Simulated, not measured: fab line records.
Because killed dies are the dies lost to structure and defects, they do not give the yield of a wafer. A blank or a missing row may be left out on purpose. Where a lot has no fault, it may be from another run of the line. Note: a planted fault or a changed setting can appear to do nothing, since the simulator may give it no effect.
Problem report in the 8D (eight disciplines) form, filled by code / flow sky130 / the parts of the form that need people (team, actions taken, sign-off) are left out

## 1. PROBLEM STATEMENT
At SKY_PAD_OPEN_PROBE_99, killed_at_M4_up averages 21.0 over 2 wafers from 2 lots, while fault-free wafers read 3.1, standard deviation 1.8. Relative to the usual mean, that is a shift of +9.9 standard deviations.
The first sign was on wafer L121.4 at day 48 06:25, on prober-01. Wafers with a number at this step in the record: 6, from 2 lots. The rule behind "out" and "out of limits": a value lying over 4 standard deviations away from the usual mean. The other wafers with a number count as sound.

## 2. WHAT IT IS AND WHAT IT IS NOT
question=which readings at this step | is=killed_at_M4_up | is not=killed-at-contacts, killed-at-front-end, killed-at-other, killed-open, sort_bin_6_memory
question=which lots | is=L121, L123 | is not=-
question=which wafers of those lots | is=L121.4, L123.3 | is not=L121.3, L121.5, L123.2, L123.4
question=read on which tools | is=prober-01 | is not=-
question=when | is=from day 48 06:25 | is not=up to then (1 sound wafer); but 3 sound wafers of L121, L123 came after

## 3. THE SUSPECTS, EACH WITH WHAT RULES IT OUT
Counting: any tool at a process step up to the reading remains a suspect provided it ran every lot that is out. Sound lots after the first of them don't rule it out here, since some wafers of a struck lot are sound.
- pvd-sputter-04 at SKY_METAL4_SPUTTER_00 (material Ti, target thk 15 nm, time 10 s): kept. It ran every lot that is out, first L121 (day 42 12:08).
- pvd-sputter-04 at SKY_METAL4_SPUTTER_01 (material TiN, target thk 20 nm, time 16.7 s): kept. It ran every lot that is out, first L121 (day 42 12:09).
- plasma-asher-02 at SKY_METAL4_STRIP_19 (strips in O2/N2): kept. It ran every lot that is out, first L121 (day 44 11:19).
- hdpcvd-01 at SKY_VIA4_HDPCVD_00 (deposits SiO2, target thk 1750 nm, time 291.7 s): kept. It ran every lot that is out, first L121 (day 44 11:55).
- prober-01 at SKY_PAD_OPEN_PROBE_99: kept. It ran every lot that is out, first L121 (day 48 06:22). On those wafers its own readings are out: killed_at_M4_up.
- At SKY_VIA4_HDPCVD_00, inside hdpcvd-01: chamber 0 took the wafers that are out, while their sound lot-mates went through chambers 1, 2.
Left after counting: pvd-sputter-04 at SKY_METAL4_SPUTTER_00, pvd-sputter-04 at SKY_METAL4_SPUTTER_01, plasma-asher-02 at SKY_METAL4_STRIP_19, hdpcvd-01 at SKY_VIA4_HDPCVD_00, prober-01 at SKY_PAD_OPEN_PROBE_99.

## 4. THE CAUSE (what the simulator had put in)
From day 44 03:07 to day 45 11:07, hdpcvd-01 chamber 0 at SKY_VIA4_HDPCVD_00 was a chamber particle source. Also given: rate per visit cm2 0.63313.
5 suspects survive the count, and this tool is in that group.

## 5. THE CHAIN OF EFFECTS, in route order
Each row: a reading where the mean over the struck wafers with a number is more than 3 standard deviations away from the usual. Only readings whose record carries a usual standard deviation are examined. hours: median over the lots of the time between each lot's start at the first step of this table that gives one and its start at this step. sigmas: the change, counted in usual standard deviations.
hours=0; step=SKY_PAD_OPEN_PROBE_99; reading=killed_at_M4_up; usual=3.1; on struck wafers=21.0; change=+17.9; sigmas=+9.9
Its process steps:
- SKY_PAD_OPEN_PROBE_99

## 6. HOW IT WOULD HAVE BEEN CAUGHT EARLIER
In this record the first reading out of limits was taken at day 48 06:25, 99 hours after the fault began at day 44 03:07.
No tool reading at SKY_VIA4_HDPCVD_00 that has a usual standard deviation in the record was out on any struck wafer, so an alarm limit of 4 standard deviations on those readings would not have fired.
Lots out: 2; all had begun SKY_VIA4_HDPCVD_00 on hdpcvd-01 by day 48 06:25. None of them would have been spared by holding the tool at that moment.
